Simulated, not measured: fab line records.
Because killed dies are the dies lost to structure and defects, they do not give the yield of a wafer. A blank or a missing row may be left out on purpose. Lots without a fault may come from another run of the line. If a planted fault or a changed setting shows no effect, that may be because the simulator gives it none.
A struck lot beside a sound one    flow sky130    34 out of 708 route steps
Sound: these wafers, L399.2, L399.4, L399.6. Struck: wafer L397.4 (left out: L397.1, L397.2 of the same lot, which were not struck); the cause appears at the end.
Each step with rows lists, per side, the tool, then ch with its chambers, then its first start. Under that, the readings that differ: sound wafers    struck wafers    difference of the means    sigmas: that difference in standard deviations of wafers without a fault.
alike: a reading whose means differ by less than 2 such deviations, as well as words and numbers matching on both sides. not compared: withheld readings; readings where some wafer has no value; bounds like >300 that might hide an equal value; numbers whose values overlap and for which the record gives no deviation.
The two part at a step that has a row with sigmas, a row that says differs or no value, or rows on one side only. Numbers that have no deviation but don't overlap get no sigmas and don't part them. Lack of a reading on every wafer of one side parts them only where that side has two or more wafers.

first, 9 steps without rows for these wafers: SKY_METAL1_DEVELOP_14 (develop time 60 s); SKY_METAL1_DESCUM_17 (chemistry O2, time 8 s); SKY_METAL1_ETCH_18 (etches BARC in N2/H2, stops on SiO2, time 45.9 s, target depth 60 nm); SKY_METAL1_METAL_ETCH_19 (etches the open film in Cl2/BCl3, stops on SiO2, target depth 360 nm, time 78 s); SKY_METAL1_STRIP_20 (strips in O2/N2); SKY_METAL1_STRIP_21 (strips in post etch residue remover, time 1200 s); SKY_METAL1_CLEAN_22 (cleans in IPA, time 180 s); SKY_METAL1_CLEAN_23 (cleans in O3/DIW); SKY_VIA1_HDPCVD_00 (deposits SiO2, target thk 1030 nm, time 171.7 s).
SKY_VIA1_CMP_02: polishes SiO2.
  sound on cmp-01 ch 0,2,3, day 39 12:16; struck on cmp-02 ch 3, day 38 22:05
reading                                   sound              struck  difference  sigmas
model.SiO2_of_VIA1_HDPCVD_00.thk_nm (nm)  344.7 344.9 344.8  590     +245        
  alike: motor_current_A, slurry_flow_ml_min
then, 9 steps without rows for these wafers: SKY_VIA1_DEHYDRATE_04 (time 60 s); SKY_VIA1_HMDS_05 (prime time 60 s); SKY_VIA1_COAT_06 (resist thk 60 nm); SKY_VIA1_COAT_07 (resist thk 450 nm); SKY_VIA1_SOFTBAKE_08 (time 90 s); SKY_VIA1_EXPOSE_09 (exposes mask VIM, target cd 150 nm); SKY_VIA1_PEB_10; SKY_VIA1_DEVELOP_11 (develop time 60 s); SKY_VIA1_ETCH_14 (etches BARC in N2/H2, stops on SiO2, time 45.9 s, target depth 60 nm).
SKY_VIA1_ETCH_15: etches SiO2 in C4F8/O2/Ar, stops on TiN, target depth 351 nm, time 54 s.
  sound on rie_diel-01 ch 1,2, day 40 12:44; struck on rie_diel-02 ch 3, day 39 22:21
reading                           sound              struck  difference  sigmas
model.VIA1.feature_depth_nm (nm)  344.7 344.9 344.8  350.1   +5.3        
model.etch.depth_nm (nm)          344.7 344.9 344.8  350.1   +5.3        
  alike: oes_product_au
  not compared: rf_hours_counter_h
then, 12 steps without rows for these wafers: SKY_VIA1_STRIP_16 (strips in O2/N2); SKY_VIA1_STRIP_17 (strips in post etch residue remover, time 1200 s); SKY_VIA1_CLEAN_18 (cleans in IPA, time 180 s); SKY_VIA1_CLEAN_19 (cleans in O3/DIW); SKY_VIA1_SPUTTER_20 (material TiN, target thk 20 nm, time 80 s); SKY_VIA1_CVD_21 (deposits W, target thk 270 nm, time 80.902 s); SKY_VIA1_CMP_24 (polishes, stops on SiO2, t overpolish 15 s, target thk 0 nm); SKY_METAL2_SPUTTER_00 (material Ti, target thk 15 nm, time 10 s); SKY_METAL2_SPUTTER_01 (material TiN, target thk 20 nm, time 16.7 s); SKY_METAL2_SPUTTER_02 (material AlCu, target thk 250 nm, time 13.3 s); SKY_METAL2_SPUTTER_03 (material Ti, target thk 5 nm, time 3.3 s); SKY_METAL2_SPUTTER_04 (material TiN, target thk 70 nm, time 58.3 s).
SKY_METAL2_METAL_ETCH_19: etches the open film in Cl2/BCl3, stops on SiO2, target depth 360 nm, time 78 s.
  sound on rie_metal-03 ch 0, day 41 13:46; struck on rie_metal-01 ch 0, day 41 00:04
reading                                   sound              struck  difference  sigmas
model.SiO2_of_VIA1_HDPCVD_00.thk_nm (nm)  330.7 330.9 330.8  576.2   +245.4      
  alike: drypump_motor_current_A, oes_product_au, throttle_valve_pct
  not compared: rf_hours_counter_h
-- the record jumps here: 9 days lie between the struck wafers' starts before and after (it left off in module METAL2 and takes up again in module PAD_OPEN, whose first step shown is number 708 of the route) --
SKY_PAD_OPEN_PROBE_99:
  struck on prober-01, day 50 03:01; sound on prober-01, day 50 15:47
reading                                      sound             struck  difference  sigmas
model.etest.tester.sort_n_pass               399 400 422       0       -407        
model.etest.tester.sort_bin_5_pct (%)        12.6 11.79 9.959  92.89   +81.44      
model.etest.tester.sort_yield_pct (%)        81.1 81.3 85.77   0       -83         
model.etest.diode_pdiff_fingers.under_floor  0 0 0             1       +1          
model.etest.sonos_baked.open                 0 0 0             1       +1          
model.etest.res_xhigh_po.open                0 0 0             1       +1          
model.etest.ring_1v8.no_ring                 0 0 0             1       +1          
model.etest.pfet_g5v0d10v5.under_floor       0 0 0             1       +1          
  alike: defect_limited_yield, killed_at_M0_to_M3, killed_at_M4_up, killed_at_contacts, killed_at_front_end, killed_at_other, killed_dies, killed_open, killed_short

WHERE THEY PART
Nowhere in this record.

WHY: what had been put in by the simulator
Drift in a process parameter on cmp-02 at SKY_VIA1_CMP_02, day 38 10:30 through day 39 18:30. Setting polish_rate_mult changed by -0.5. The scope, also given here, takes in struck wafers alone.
